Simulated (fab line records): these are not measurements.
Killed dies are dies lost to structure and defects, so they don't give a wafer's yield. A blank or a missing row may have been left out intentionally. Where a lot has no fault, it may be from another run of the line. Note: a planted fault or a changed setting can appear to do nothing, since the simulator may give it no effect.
Split-lot study | flow sfq line | 5 lots, 23 wafers read, on a route of 325 steps

== THE SPLIT ==
At SFQ_TRILAYER_JJ_TRILAYER_DEP_SPUTTER_109 (material Nb, target thk 150 nm, time 100 s), the setting power w was moved away from the recipe's 2000 W on 10 of the 23 wafers read, by -6.7% to +4.7%. All remaining wafers had this setting at the recipe value.

The reading comes from the split's own step.

== THE READING ==
Nb_of_TRILAYER_JJ_TRILAYER_DEP_SPUTTER_109.thk nm (the simulator's own value, which no gauge read), in nm, at SFQ_TRILAYER_JJ_TRILAYER_DEP_SPUTTER_109 (material Nb, target thk 150 nm, time 100 s). No usual value for it is given in the file. The 13 wafers here that ran the recipe average 149.4 nm, standard deviation 0.64 nm.

wafer  | tool, chamber at the split | power w as run, W | against the recipe | Nb_of_TRILAYER_JJ_TRILAYER_DEP_SPUTTER_109.thk nm, nm | against lot-mates on the recipe
L077.1 | pvd sputter-06, -          | 2000              | recipe             | 149.6                                                 | -
L077.2 | pvd sputter-06, -          | 1939              | -3.0%              | 146.4                                                 | -2.9
L077.3 | pvd sputter-06, -          | 2000              | recipe             | 149                                                   | -
L077.4 | pvd sputter-06, -          | 1939              | -3.0%              | 145.1                                                 | -4.2
L077.5 | pvd sputter-06, -          | 1939              | -3.0%              | 145.9                                                 | -3.4
L078.1 | pvd sputter-04, -          | 2000              | recipe             | 150.4                                                 | -
L078.2 | pvd sputter-04, -          | 2094              | +4.7%              | 156.1                                                 | +6.3
L078.3 | pvd sputter-04, -          | 2000              | recipe             | 149.8                                                 | -
L078.4 | pvd sputter-04, -          | 2094              | +4.7%              | 155.6                                                 | +5.8
L078.6 | pvd sputter-04, -          | 2000              | recipe             | 149.2                                                 | -
L079.1 | pvd sputter-05, -          | 2000              | recipe             | 148.8                                                 | -
L079.2 | pvd sputter-05, -          | 2068              | +3.4%              | 153                                                   | +3.9
L079.3 | pvd sputter-05, -          | 2068              | +3.4%              | 151.7                                                 | +2.6
L079.4 | pvd sputter-05, -          | 2068              | +3.4%              | 152.6                                                 | +3.5
L079.6 | pvd sputter-05, -          | 2000              | recipe             | 149.3                                                 | -
L081.1 | pvd sputter-04, -          | 2000              | recipe             | 150                                                   | -
L081.2 | pvd sputter-04, -          | 1866              | -6.7%              | 138.2                                                 | -10.8
L081.4 | pvd sputter-04, -          | 2000              | recipe             | 148.4                                                 | -
L081.5 | pvd sputter-04, -          | 2000              | recipe             | 148.6                                                 | -
L081.6 | pvd sputter-04, -          | 1866              | -6.7%              | 138.1                                                 | -10.9
L085.3 | pvd sputter-06, -          | 2000              | recipe             | 149.2                                                 | -
L085.4 | pvd sputter-06, -          | 2000              | recipe             | 150.5                                                 | -
L085.6 | pvd sputter-06, -          | 2000              | recipe             | 150                                                   | -

THE FIT
A straight line over all 23 wafers: Nb_of_TRILAYER_JJ_TRILAYER_DEP_SPUTTER_109.thk nm changes by +1.4 nm for each +1% of power w; r = +0.97; the points scatter about the line by 1 nm.
The same after taking each lot's own level away (the mean of its wafers on the recipe; 23 wafers): +1.36 nm for each +1%; r = +0.98; scatter 0.87 nm.
The reading moves by 9.1 nm for the largest change in power w, on that fit.
From 149.00 to 149.90 nm: that is the span of the lots' own levels, equal to 1.4 times the standard deviation above.
So the lot-to-lot level changes the slope little: the two slopes agree.
Check: for one of the wafers moved furthest among these (-6.7%), held out of the fit, the line's prediction against its lot-mates is -8.89 nm. It came out at -10.8 nm against them.

== ADDITIONAL SPLITS CARRIED BY THESE WAFERS ==
These wafers also went through other splits before the reading. Each is held against what the fit with the lots' levels taken away leaves over:
other split on the same wafers                   | wafers away from the commonest value | r with Nb_of_TRILAYER_JJ_TRILAYER_DEP_SPUTTER_109.thk nm (lot level and that fit taken away)
SFQ_TRILAYER_I3_VIA_LITHO_EXPOSE_086 dose mj     | 9                                    | +0.37
SFQ_TRILAYER_M4_DEP_SPUTTER_091 time s           | 6                                    | -0.25
SFQ_TRILAYER_M4_LITHO_COAT_093 spin rpm          | 7                                    | +0.16
SFQ_TRILAYER_M4_ETCH_METAL_ETCH_096 icp w        | 10                                   | +0.51
SFQ_TRILAYER_I4_VIA_LITHO_COAT_108 resist thk nm | 6                                    | -0.09
SFQ_TRILAYER_I4_VIA_LITHO_PEB_106 peb temp c     | 9                                    | +0.07

== THE FILE'S OWN FIT ==
Nb_of_TRILAYER_JJ_TRILAYER_DEP_SPUTTER_109.thk nm changes by +1.4 nm for each +1% of power w, r = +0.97.
